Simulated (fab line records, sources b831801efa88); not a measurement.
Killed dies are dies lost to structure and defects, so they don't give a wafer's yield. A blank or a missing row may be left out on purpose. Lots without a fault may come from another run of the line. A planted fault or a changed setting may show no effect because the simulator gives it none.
fab line records | flow sky130
record lots=11 wafers=33 last_day=50
route steps=708 shown SD_P@331 SD_N@356 LI_CONTACT@383 PAD_OPEN@708
lots that met no fault: from a run of the same line without faults
start_h: hours from the record's first day to the start of the lot's first wafer shown | wait_h: hours since the lot's step before | " the same as in the row above | L1.1+2: a row that stands for several wafers | - no value, or no start given | * or withheld: withheld | < > ~ a bound
route shown NAME@n: a module of which the file shows steps, and the number in the route of the first | usual: mean/standard deviation of fault-free wafers | same: alike in all rows | chamber/n: place in a boat | sites: the reading at each site | _std_site: their standard deviation | _edge_site: outer sites' mean less inner sites' | radius_mm: how far each site lies from the wafer's centre | mask NAME#n: copy n | behind: the tool/chamber that last shaped the wafer | hold: why the lot was held/for how many hours/how that ended | device: the transistor (n, p or np) that didn't switch | end of line: the same wafers' tests at the end of the route | a step without rows: its recipe alone | killed: dies lost to structure and defects at the first sort, not the wafer's yield | map: a wafer's dies, x killed, . not, _ none there
set.NAME: the setting as run; set.NAME@STEP: as run at that earlier step | model.NAME: the simulator's own value behind a step, which no gauge read
steps of the route over a sample of lots; a table a step, a row a wafer
services: from which hour (start_h, from the record's first day; less than 0 if before it) a tool's chamber was out of use, for how many hours, and why
## steps
# step SKY_SD_P_TW_MEAS_11
# usual SD_P_TW=2808/26
# columns lot.wafer tool chamber start_h wait_h SD_P_TW
L548.1 film_metro-03 - 604.74 0.1 2760
L548.4 " - " " 2774
L548.6 " - " " 2772
L550.3 film_metro-04 - 617.66 0.1 2821
L550.5 " - " " 2836
L550.6 " - " " 2829
L551.3 film_metro-04 - 631.39 0.1 2828
L551.4 " - " " 2824
L551.5 " - " " 2825
L552.1 film_metro-04 - 647.04 0.1 2839
L552.4 " - " " 2846
L552.6 " - " " 2838
L559.1 film_metro-03 - 688.84 0.1 2790
L559.5 " - " " 2790
L559.6 " - " " 2791
L560.2 film_metro-03 - 690.95 0.1 2788
L560.5 " - " " 2794
L560.6 " - " " 2802
L563.3 film_metro-03 - 707.06 0.1 2766
L563.4 " - " " 2782
L563.5 " - " " 2792
L564.2 film_metro-02 - 717.25 0.1 2810
L564.3 " - " " 2816
L564.5 " - " " 2818
L568.2 film_metro-03 - 743.90 0.1 2782
L568.3 " - " " 2789
L568.5 " - " " 2784
L570.1 film_metro-03 - 759.74 0.1 2780
L570.3 " - " " 2769
L570.4 " - " " 2773
L571.1 film_metro-03 - 767.12 0.1 2792
L571.3 " - " " 2758
L571.4 " - " " 2770
# step SKY_SD_N_RTA_14
# recipe temp_c=1075 time_s=2 idle_temp_c=650 ramp_up_c_per_s=150 ramp_down_c_per_s=90 ambient=N2
# usual lamp_power_pct=15.74/0.052 wafer_temp_C_max=1078.0/1.2
# columns lot.wafer tool chamber start_h wait_h lamp_power_pct wafer_temp_C_max
L548.1 rtp_anneal-02 0 663.58 0.0 15.72 1077.8
L548.4 " 0 " " 15.71 1077.5
L548.6 " 0 " " 15.72 1076.4
L550.3 rtp_anneal-01 0 676.97 0.0 15.77 1077.9
L550.5 " 0 " " 15.73 1078.4
L550.6 " 0 " " 15.78 1076.8
L551.3 rtp_anneal-02 0 689.26 0.0 15.78 1080.3
L551.4 " 0 " " 15.77 1077.4
L551.5 " 0 " " 15.68 1077.6
L552.1 rtp_anneal-02 0 703.48 0.0 15.75 1081.7
L552.4 " 0 " " 15.69 1079.9
L552.6 " 0 " " 15.75 1077.3
L559.1 rtp_anneal-02 0 743.48 0.0 15.73 1075.9
L559.5 " 0 " " 15.77 1076.8
L559.6 " 0 " " 15.67 1077.8
L560.2 rtp_anneal-01 0 747.49 0.0 15.72 1078.6
L560.5 " 0 " " 15.76 1076.7
L560.6 " 0 " " 15.77 1076.7
L563.3 rtp_anneal-02 0 762.81 0.0 15.63 1081.0
L563.4 " 0 " " 15.73 1079.3
L563.5 " 0 " " 15.74 1078.4
L564.2 rtp_anneal-01 0 771.76 0.0 15.79 1077.1
L564.3 " 0 " " 15.75 1077.4
L564.5 " 0 " " 15.70 1076.5
L568.2 rtp_anneal-01 0 797.94 0.0 15.71 1078.3
L568.3 " 0 " " 15.69 1078.1
L568.5 " 0 " " 15.75 1075.6
L570.1 rtp_anneal-01 0 813.43 0.0 15.77 1078.0
L570.3 " 0 " " 15.72 1079.7
L570.4 " 0 " " 15.72 1079.8
L571.1 rtp_anneal-02 0 820.55 0.0 15.80 1077.1
L571.3 " 0 " " 15.73 1078.4
L571.4 " 0 " " 15.68 1078.1
# step SKY_SD_N_RS_MEAS_17
# recipe thk_meas_gauge=four-point-probe
# usual SD_P_RS=147.1/0.42
# columns lot.wafer tool chamber start_h wait_h SD_P_RS[ohm/sq]
L548.1 film_metro-04 - 663.88 0.1 147.9
L548.4 " - " " 147.5
L548.6 " - " " 147.4
L550.3 film_metro-03 - 677.28 0.1 147.6
L550.5 " - " " 147.1
L550.6 " - " " 147.3
L551.3 film_metro-02 - 689.58 0.1 147.5
L551.4 " - " " 147.1
L551.5 " - " " 147.7
L552.1 film_metro-03 - 703.77 0.1 146.4
L552.4 " - " " 147.2
L552.6 " - " " 146.8
L559.1 film_metro-04 - 743.77 0.1 146.8
L559.5 " - " " 146.9
L559.6 " - " " 147.2
L560.2 film_metro-04 - 747.80 0.1 147.6
L560.5 " - " " 147.5
L560.6 " - " " 147.5
L563.3 film_metro-02 - 763.13 0.1 147.1
L563.4 " - " " 147.1
L563.5 " - " " 147.5
L564.2 film_metro-02 - 772.06 0.1 147.3
L564.3 " - " " 147.2
L564.5 " - " " 147.3
L568.2 film_metro-03 - 798.25 0.1 146.9
L568.3 " - " " 146.7
L568.5 " - " " 146.8
L570.1 film_metro-03 - 813.72 0.1 146.8
L570.3 " - " " 146.5
L570.4 " - " " 147.1
L571.1 film_metro-02 - 820.85 0.1 147.0
L571.3 " - " " 146.6
L571.4 " - " " 147.0
# step SKY_LI_CONTACT_CVD_21
# recipe material=W target_thk_nm=400 time_s=120.56 temp_c=400 pressure_torr=40
# usual chamber_pressure_Torr=39.98/0.081 heater_power_w=842/44
# columns lot.wafer tool chamber start_h wait_h chamber_pressure_Torr heater_power_w since_wet_clean_h
L548.1 cvd_w-02 1 693.07 0.0 40.07 898 789
L548.4 " 1 " " 40.08 861 -
L548.6 " 1 " " 39.99 851 -
L550.3 cvd_w-02 1 706.93 0.1 39.98 866 -
L550.5 " 1 " " 39.95 860 -
L550.6 " 0 " " 40.03 886 -
L551.3 cvd_w-02 1 719.21 0.1 39.81 864 -
L551.4 " 0 " " 39.87 898 -
L551.5 " 1 " " 39.99 872 -
L552.1 cvd_w-01 0 733.20 0.0 39.82 866 329
L552.4 " 0 " " 39.98 859 -
L552.6 " 1 " " 39.99 779 -
L559.1 cvd_w-02 0 772.29 0.0 21.48 879 868
L559.5 " 0 " " 21.39 891 -
L559.6 " 1 " " 21.43 881 -
L560.2 cvd_w-02 1 775.93 0.0 21.29 856 872
L560.5 " 0 " " 21.39 879 -
L560.6 " 1 " " 21.42 864 -
L563.3 cvd_w-01 1 790.72 0.1 39.86 802 -
L563.4 " 0 " " 40.04 845 -
L563.5 " 0 " " 39.84 864 -
L564.2 cvd_w-01 1 800.05 0.0 39.98 790 396
L564.3 " 0 " " 40.01 860 -
L564.5 " 1 " " 39.90 783 -
L568.2 cvd_w-01 1 826.15 0.0 40.02 771 422
L568.3 " 0 " " 39.97 849 -
L568.5 " 0 " " 40.02 865 -
L570.1 cvd_w-01 1 840.71 0.0 39.80 793 437
L570.3 " 1 " " 39.86 792 -
L570.4 " 0 " " 40.04 865 -
L571.1 cvd_w-02 0 848.42 0.0 39.91 906 944
L571.3 " 1 " " 40.04 871 -
L571.4 " 0 " " 40.02 923 -
# step SKY_LI_CONTACT_RS_MEAS_22
# recipe thk_meas_gauge=four-point-probe reads=W_of_LI_CONTACT_CVD_21+TiN_of_LI_CONTACT_SPUTTER_20+Ti_of_LI_CONTACT_SPUTTER_19
# usual LI_CONTACT_W_RS=0.287/0.0031
# columns lot.wafer tool chamber start_h wait_h LI_CONTACT_W_RS[ohm/sq]
L548.1 film_metro-02 - 693.20 0.1 0.287
L548.4 " - " " 0.289
L548.6 " - " " 0.292
L550.3 film_metro-04 - 707.06 0.1 0.295
L550.5 " - " " 0.296
L550.6 " - " " 0.289
L551.3 film_metro-02 - 719.33 0.1 0.291
L551.4 " - " " 0.287
L551.5 " - " " 0.290
L552.1 film_metro-04 - 733.32 0.1 0.291
L552.4 " - " " 0.286
L552.6 " - " " 0.286
L559.1 film_metro-03 - 772.42 0.1 0.388
L559.5 " - " " 0.390
L559.6 " - " " 0.394
L560.2 film_metro-04 - 776.07 0.1 0.393
L560.5 " - " " 0.386
L560.6 " - " " 0.389
L563.3 film_metro-04 - 790.85 0.1 0.287
L563.4 " - " " 0.282
L563.5 " - " " 0.281
L564.2 film_metro-02 - 800.19 0.1 0.282
L564.3 " - " " 0.283
L564.5 " - " " 0.287
L568.2 film_metro-02 - 826.30 0.1 0.289
L568.3 " - " " 0.291
L568.5 " - " " 0.286
L570.1 film_metro-03 - 840.83 0.1 0.286
L570.3 " - " " 0.285
L570.4 " - " " 0.285
L571.1 film_metro-04 - 848.54 0.1 0.286
L571.3 " - " " 0.289
L571.4 " - " " 0.286
# step SKY_LI_CONTACT_THK_MEAS_23
# recipe thk_meas_gauge=xrf reads=W_of_LI_CONTACT_CVD_21
# usual LI_CONTACT_W_THK=406/5.9
# columns lot.wafer tool chamber start_h wait_h LI_CONTACT_W_THK[nm]
L548.1 film_metro-02 - 693.32 0.1 414
L548.4 " - " " 411
L548.6 " - " " 404
L550.3 film_metro-04 - 707.16 0.1 395
L550.5 " - " " 395
L550.6 " - " " 404
L551.3 film_metro-02 - 719.43 0.1 403
L551.4 " - " " 409
L551.5 " - " " 406
L552.1 film_metro-04 - 733.44 0.1 399
L552.4 " - " " 406
L552.6 " - " " 407
L559.1 film_metro-03 - 772.54 0.1 296
L559.5 " - " " 296
L559.6 " - " " 294
L560.2 film_metro-04 - 776.18 0.1 297
L560.5 " - " " 302
L560.6 " - " " 300
L563.3 film_metro-04 - 790.95 0.1 410
L563.4 " - " " 417
L563.5 " - " " 418
L564.2 film_metro-02 - 800.30 0.1 414
L564.3 " - " " 413
L564.5 " - " " 408
L568.2 film_metro-02 - 826.41 0.1 407
L568.3 " - " " 402
L568.5 " - " " 408
L570.1 film_metro-03 - 840.95 0.1 401
L570.3 " - " " 401
L570.4 " - " " 405
L571.1 film_metro-04 - 848.66 0.1 408
L571.3 " - " " 403
L571.4 " - " " 409
# step SKY_LI_CONTACT_CMP_24
# recipe stop_on=PSG t_overpolish_s=20 down_force_psi=3.5 platen_rpm=60 target_thk_nm=0 pad_velocity_m_s=0.94248
# usual motor_current_A=10.9/1.1 time_to_endpoint_s=96/4.9
# columns lot.wafer tool chamber start_h wait_h motor_current_A time_to_endpoint_s
L548.4 cmp-01 2 693.38 0.0 10.8 98
L548.1 " 1 " " 10.3 106
L548.6 " 2 " " 10.3 98
L550.3 cmp-01 1 707.35 0.2 10.4 102
L550.6 " 2 " " 10.1 102
L550.5 " 3 " " 10.6 92
L551.4 cmp-01 3 719.47 0.0 10.4 95
L551.3 " 0 " " 9.8 98
L551.5 " 0 " " 8.9 98
L552.4 cmp-02 0 733.50 0.0 10.9 100
L552.1 " 2 " " 13.2 90
L552.6 " 0 " " 10.4 98
L559.1 cmp-02 0 772.70 0.1 10.3 76
L559.5 " 2 " " 12.8 68
L559.6 " 3 " " 12.9 72
L560.2 cmp-02 3 776.51 0.3 12.5 67
L560.5 " 2 " " 13.1 66
L560.6 " 3 " " 13.1 66
L563.3 cmp-02 0 790.99 0.0 10.5 102
L563.4 " 1 " " 10.9 92
L563.5 " 1 " " 10.7 89
L564.2 cmp-01 1 800.40 0.1 10.7 104
L564.3 " 2 " " 10.1 103
L564.5 " 1 " " 10.4 103
L568.2 cmp-01 3 826.51 0.1 10.6 91
L568.3 " 0 " " 9.6 96
L568.5 " 2 " " 10.4 98
L570.3 cmp-02 3 841.35 0.4 12.2 96
L570.4 " 0 " " 11.1 101
L570.1 " 1 " " 11.2 88
L571.1 cmp-02 0 848.72 0.1 10.8 102
L571.3 " 1 " " 11.4 90
L571.4 " 2 " " 12.6 96
# step SKY_PAD_OPEN_PROBE_99
# usual killed_at_M0_to_M3=43/6.1 killed_at_M4_up=3.5/2 killed_at_contacts=25/5.1 killed_at_front_end=14/4.2 killed_at_other=0.3/0.55 killed_dies=86/8.3 killed_open=46/7.2 killed_short=39/6
# same gross_dies=492 killed_at_back_side=0
# columns lot.wafer tool chamber start_h wait_h killed_at_M0_to_M3 killed_at_M4_up killed_at_contacts killed_at_front_end killed_at_other killed_dies killed_open killed_short
L564.2 prober-02 - 1162.84 0.1 36 2 28 11 0 77 41 36
L564.3 prober-02 - 1162.89 0.2 45 2 39 15 1 102 68 34
L564.5 prober-02 - 1162.99 0.2 40 1 31 16 0 88 55 33
L568.2 prober-01 - 1181.85 0.1 41 3 22 19 1 86 44 41
L568.3 prober-01 - 1181.90 0.2 47 3 26 13 0 89 50 38
L568.5 prober-01 - 1182.00 0.2 49 8 18 14 2 91 45 44
L570.1 prober-01 - 1191.49 0.1 37 2 21 10 0 70 33 37
L570.3 prober-01 - 1191.59 0.2 45 3 21 19 0 88 46 42
L570.4 prober-01 - 1191.64 0.2 50 4 22 11 0 87 39 48
# killed by level:class
L564.2 VIA1:geometric_particle:open=8 LI_CONTACT:geometric_particle:open=7 VIA3:geometric_particle:open=7 CONTACT:geometric_particle:open=6 LI_CONTACT:geometric_particle:short=5 LOCAL_INTERCONNECT:geometric_particle:short=5 POLY_GATE:geometric_particle:open=4 CONTACT:geometric_particle:short=4
L564.3 CONTACT:geometric_particle:open=17 VIA1:geometric_particle:open=14 VIA3:geometric_particle:open=11 LI_CONTACT:geometric_particle:open=6 CONTACT:geometric_particle:short=6 LOCAL_INTERCONNECT:geometric_particle:short=5 POLY_GATE:geometric_particle:open=4 VIA1:geometric_particle:short=4
L564.5 VIA3:geometric_particle:open=13 CONTACT:geometric_particle:open=11 LI_CONTACT:geometric_particle:open=10 METAL2:geometric_particle:short=6 VIA2:geometric_particle:open=6 POLY_GATE:geometric_particle:open=5 LOCAL_INTERCONNECT:geometric_particle:short=4 CONTACT:geometric_particle:short=4
L568.2 CONTACT:geometric_particle:open=15 POLY_GATE:geometric_particle:short=8 METAL2:geometric_particle:short=8 VIA2:geometric_particle:open=8 METAL1:geometric_particle:short=5 VIA1:geometric_particle:short=5 FIELD_ISO:geometric_particle:open=4 VIA3:geometric_particle:open=4
L568.3 VIA1:geometric_particle:open=12 CONTACT:geometric_particle:open=9 CONTACT:geometric_particle:short=8 VIA3:geometric_particle:open=7 VIA2:geometric_particle:open=6 FIELD_ISO:geometric_particle:short=5 LI_CONTACT:geometric_particle:open=5 METAL1:geometric_particle:short=5
L568.5 VIA1:geometric_particle:open=10 VIA2:geometric_particle:open=9 CONTACT:geometric_particle:open=8 METAL1:geometric_particle:short=7 VIA3:geometric_particle:open=7 FIELD_ISO:geometric_particle:short=6 METAL4:geometric_particle:short=5 VIA1:geometric_particle:short=4
L570.1 CONTACT:geometric_particle:open=10 METAL1:geometric_particle:short=9 VIA1:geometric_particle:short=7 VIA1:geometric_particle:open=6 LI_CONTACT:geometric_particle:open=4 CONTACT:geometric_particle:short=4 SPACER:geometric_particle:open=3 VIA2:geometric_particle:open=3
L570.3 VIA1:geometric_particle:open=8 LOCAL_INTERCONNECT:geometric_particle:short=7 FIELD_ISO:geometric_particle:open=6 CONTACT:geometric_particle:open=6 METAL1:geometric_particle:short=6 VIA2:geometric_particle:open=6 VIA3:geometric_particle:open=6 CONTACT:geometric_particle:short=5
L570.4 METAL1:geometric_particle:short=11 VIA1:geometric_particle:open=11 VIA2:geometric_particle:open=9 CONTACT:geometric_particle:open=8 CONTACT:geometric_particle:short=6 VIA3:geometric_particle:open=5 POLY_GATE:geometric_particle:short=5 LI_CONTACT:geometric_particle:short=4
## services
# columns tool chamber start_h hours kind
cmp-02 - 659.22 7.1 pm
cvd_w-02 - 662.30 1.3 repair
cmp-02 - 684.24 2.3 repair
cmp-02 - 689.27 0.3 repair
cmp-02 - 700.00 2.6 repair
cvd_w-01 - 709.46 2.8 pm
cmp-02 - 712.64 2.3 repair
rtp_anneal-01 - 736.65 3.0 pm
cmp-02 - 741.82 1.8 repair
cvd_w-02 - 743.51 6.0 pm
cmp-01 - 744.25 4.0 pm
cmp-01 - 748.25 - consumable_replace:conditioner
cmp-01 - 748.25 - consumable_replace:pad
cmp-01 - 748.25 4.5 pm
cvd_w-02 1 752.00 4.6 repair
cmp-02 - 758.89 4.4 pm
cmp-01 - 763.07 1.6 repair
cmp-02 - 797.44 2.2 repair
cmp-02 - 800.26 9.4 pm
cmp-01 - 837.65 4.2 repair
## key
first_sign step=SKY_LI_CONTACT_CVD_21 reading=chamber_pressure_Torr direction=down sigmas=99+ usual=39.98 struck=21.40
effect step=SKY_LI_CONTACT_RS_MEAS_22 reading=LI_CONTACT_W_RS direction=up sigmas=33 usual=0.287 struck=0.390
effect step=SKY_LI_CONTACT_THK_MEAS_23 reading=LI_CONTACT_W_THK direction=down sigmas=18 usual=406 struck=297
effect step=SKY_LI_CONTACT_CMP_24 reading=time_to_endpoint_s direction=down sigmas=5.5 usual=* struck=*
met_at SKY_LI_CONTACT_CVD_21
struck_lots L559,L560
tester_left_out L559,L560
not_acting_at SKY_SD_P_TW_MEAS_11,SKY_SD_N_RTA_14,SKY_SD_N_RS_MEAS_17
onset_between 719.21 772.29
fault kind=process_parameter_drift tool=cvd_w-02 chamber=- onset_h=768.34 steps=SKY_LI_CONTACT_CVD_21 channel=pressure_torr offset=-18.583 shape=step end_h=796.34 acts_in=these_recipes_only stated=40
# tester_left_out: of these lots the tester's yield and bins aren't shown, on N5 and GAA mostly nor the transistor test; their killed dies are dies lost to structure and defects alone, not to doping, threshold or leakage, so they don't give the yield
